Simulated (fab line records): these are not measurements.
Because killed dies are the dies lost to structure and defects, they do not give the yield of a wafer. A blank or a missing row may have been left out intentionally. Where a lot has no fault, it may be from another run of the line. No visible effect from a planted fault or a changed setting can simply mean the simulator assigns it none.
Matching of chambers | flow sky130 | rie diel-03 running SKY_CONTACT_ETCH_17: 4 sister chambers
The step etches SiO2 in C4F8/O2/Ar, stops on Si3N4, target depth 340 nm. 14 wafers are shown with their chamber, then 7 later ones without.

WAFERS WITH THEIR CHAMBER
wafer  | chamber | oes product au (a.u.)
L683.2 | 3       | 0.895
L683.3 | 2       | 0.893
L683.6 | 0       | 0.885
L686.1 | 0       | 0.891
L686.3 | 2       | 0.890
L686.5 | 0       | 0.890
L692.3 | 1       | 0.892
L692.5 | 0       | 0.894
L692.6 | 1       | 0.893
L702.1 | 0       | 0.889
L702.2 | 2       | 0.902
L702.3 | 1       | 0.896
L703.3 | 3       | 0.896
L703.4 | 0       | 0.890

SIGNATURES, as means of the wafers listed above
reading        | chamber 0 | chamber 1 | chamber 2 | chamber 3 | scatter within a chamber
oes product au | 0.88983   | 0.89367   | 0.89500   | 0.89550   | 0.00361
Rule: for a wafer and a chamber, the distance is found by dividing, reading by reading, the gap between the wafer's reading and the chamber's mean by the reading's scatter, squaring, summing and taking the root. The wafer belongs to the nearest chamber; if the next one is less than 2 further off, it can't be placed. The scatter: the root of (the sum of the squares of (reading less its chamber's mean) over the shown wafers, divided by (wafers less chambers)).

WAFERS MISSING THEIR CHAMBER
wafer  | oes product au (a.u.)
L703.5 | 0.898
L704.1 | 0.887
L704.3 | 0.890
L704.6 | 0.901
L705.1 | 0.889
L705.2 | 0.892
L705.4 | 0.892

THE CHAMBER EACH PASSED THROUGH
wafer  | from the rows above               | in truth
L703.5 | can't be placed: 3 or 2 or 1 or 0 | 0
L704.1 | can't be placed: 0 or 1 or 2 or 3 | 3
L704.3 | can't be placed: 0 or 1 or 2 or 3 | 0
L704.6 | can't be placed: 3 or 2 or 1 or 0 | 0
L705.1 | can't be placed: 0 or 1 or 2 or 3 | 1
L705.2 | can't be placed: 1 or 0 or 2 or 3 | 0
L705.4 | can't be placed: 1 or 0 or 2 or 3 | 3
0 of 7 placed correctly. Can't be placed from these rows: 7 (the true chamber is among the candidates in 7). Number placed wrongly: 0.
